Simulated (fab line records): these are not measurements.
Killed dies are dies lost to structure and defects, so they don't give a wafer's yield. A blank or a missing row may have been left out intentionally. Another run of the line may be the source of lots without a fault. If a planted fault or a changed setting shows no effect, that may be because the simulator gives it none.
Check for tools in common | flow sky130 | 30 wafers sampled across 10 lots

## REASON IT WAS OPENED
SKY_RES_PROTECT_TW_MEAS_08, reading POLY_GATE_TW: flagged on 2 of 10 lots. No-fault wafers: 4017, standard deviation 45.
Rule: a lot is flagged in two cases, either no wafer of it has a number, or all its wafers with numbers fall more than 4 standard deviations from that mean. As for the other lots, they are considered sound.

lot  | measured     | on            | POLY_GATE_TW, wafer by wafer | flag
L358 | day 16 03:11 | film metro-02 | 4024 4012 4026               |
L362 | day 17 13:15 | film metro-04 | 3720 3734 3714               | FLAGGED
L365 | day 18 13:18 | film metro-04 | 3733 3730 3732               | FLAGGED
L370 | day 20 08:23 | film metro-03 | 3990 4005 4006               |
L372 | day 21 05:22 | film metro-02 | 3981 3965 3967               |
L373 | day 21 10:11 | film metro-04 | 4055 4087 4090               |
L374 | day 21 15:42 | film metro-02 | 3987 3971 4006               |
L376 | day 22 08:56 | film metro-04 | 4083 4069 4091               |
L377 | day 23 01:02 | film metro-02 | 3988 3992 3973               |
L379 | day 24 01:10 | film metro-02 | 4001 4011 3998               |
On average the flagged lots' numbers are 3727, which is -290 against the usual, or -6 standard deviations.

## WHICH TOOL RAN EACH LOT
Before the reading, the record contains 3 process steps out of a 708-step route. Cell contents, in order: the tool; ch with the chambers the sampled wafers went through; the start.
lot  | flag    | SKY_VT_ADJUST_NCORE_STRIP_10         | SKY_POLY_GATE_IMPLANT_02        | SKY_RES_PROTECT_STRIP_07
L358 |         | plasma asher-02 ch 0,1, day 9 10:26  | implanter-04 ch 0, day 16 02:56 | plasma asher-04 ch 0,1, day 16 03:05
L362 | FLAGGED | plasma asher-01 ch 0,1, day 10 12:33 | implanter-04 ch 0, day 17 13:01 | plasma asher-01 ch 0,1, day 17 13:08
L365 | FLAGGED | plasma asher-02 ch 0,1, day 11 09:47 | implanter-04 ch 0, day 18 13:04 | plasma asher-01 ch 1, day 18 13:11
L370 |         | plasma asher-02 ch 1, day 12 18:20   | implanter-01 ch 0, day 20 08:08 | plasma asher-03 ch 1, day 20 08:17
L372 |         | plasma asher-01 ch 0,1, day 13 15:14 | implanter-02 ch 0, day 21 05:08 | plasma asher-03 ch 0,1, day 21 05:16
L373 |         | plasma asher-02 ch 0, day 13 15:56   | implanter-02 ch 0, day 21 09:56 | plasma asher-01 ch 0,1, day 21 10:05
L374 |         | plasma asher-03 ch 0,1, day 13 23:50 | implanter-01 ch 0, day 21 15:29 | plasma asher-04 ch 0,1, day 21 15:37
L376 |         | plasma asher-03 ch 1, day 14 13:07   | implanter-04 ch 0, day 22 08:41 | plasma asher-03 ch 0,1, day 22 08:50
L377 |         | plasma asher-02 ch 1, day 15 05:22   | implanter-01 ch 0, day 23 00:47 | plasma asher-04 ch 0, day 23 00:56
L379 |         | plasma asher-01 ch 0,1, day 16 01:25 | implanter-02 ch 0, day 24 00:56 | plasma asher-03 ch 0,1, day 24 01:04
What the steps here do:
- SKY_VT_ADJUST_NCORE_STRIP_10: strips in O2/N2.
- SKY_POLY_GATE_IMPLANT_02
- SKY_RES_PROTECT_STRIP_07: strips in O2/N2.
- SKY_RES_PROTECT_TW_MEAS_08

## FLAGGED AGAINST TOTAL, ONE TOOL AT A TIME (gauges that did the reading follow at the end)
step                         | tool            | lots run | flagged | share of the flagged lots | sound lots run after its first flagged lot
SKY_VT_ADJUST_NCORE_STRIP_10 | plasma asher-01 | 3        | 1       | some                      | 2 (L372,L379)
SKY_VT_ADJUST_NCORE_STRIP_10 | plasma asher-02 | 5        | 1       | some                      | 3 (L370,L373,L377)
SKY_VT_ADJUST_NCORE_STRIP_10 | plasma asher-03 | 2        | 0       | none                      | -
SKY_POLY_GATE_IMPLANT_02     | implanter-01    | 3        | 0       | none                      | -
SKY_POLY_GATE_IMPLANT_02     | implanter-02    | 3        | 0       | none                      | -
SKY_POLY_GATE_IMPLANT_02     | implanter-04    | 4        | 2       | all                       | 1 (L376)
SKY_RES_PROTECT_STRIP_07     | plasma asher-01 | 3        | 2       | all                       | 1 (L373)
SKY_RES_PROTECT_STRIP_07     | plasma asher-03 | 4        | 0       | none                      | -
SKY_RES_PROTECT_STRIP_07     | plasma asher-04 | 3        | 0       | none                      | -
SKY_RES_PROTECT_TW_MEAS_08   | film metro-02   | 5        | 0       | none                      | -
SKY_RES_PROTECT_TW_MEAS_08   | film metro-03   | 1        | 0       | none                      | -
SKY_RES_PROTECT_TW_MEAS_08   | film metro-04   | 4        | 2       | all                       | 2 (L373,L376)

## WHAT IS ALLOWED BY THE TABLE
Rows of the table that ran every flagged lot, 3 in all: implanter-04 at SKY_POLY_GATE_IMPLANT_02, plasma asher-01 at SKY_RES_PROTECT_STRIP_07, film metro-04 at SKY_RES_PROTECT_TW_MEAS_08.
- implanter-04 at SKY_POLY_GATE_IMPLANT_02: 2 of its 4 lots flagged. After the first flagged lot (L376), sound lots still ran on it; a lasting fault on the whole tool would not permit that. Its own readings (beam on s, dose ions cm2) fall more than 4 standard deviations out on all wafers of the flagged lots.
- plasma asher-01 at SKY_RES_PROTECT_STRIP_07: 2 of its 3 lots flagged. After the first flagged lot (L373), sound lots still ran on it; a lasting fault on the whole tool would not permit that. Its own readings (oes product au, strip time to endpoint s) fall more than 4 standard deviations out on all wafers of the flagged lots.
- film metro-04 at SKY_RES_PROTECT_TW_MEAS_08: 2 of its 4 lots flagged. After the first flagged lot (L373, L376), sound lots still ran on it; a lasting fault on the whole tool would not permit that.
None of the table's rows ran every flagged lot and, after the first, no sound lot.

## WHAT THE SIMULATOR PUT IN
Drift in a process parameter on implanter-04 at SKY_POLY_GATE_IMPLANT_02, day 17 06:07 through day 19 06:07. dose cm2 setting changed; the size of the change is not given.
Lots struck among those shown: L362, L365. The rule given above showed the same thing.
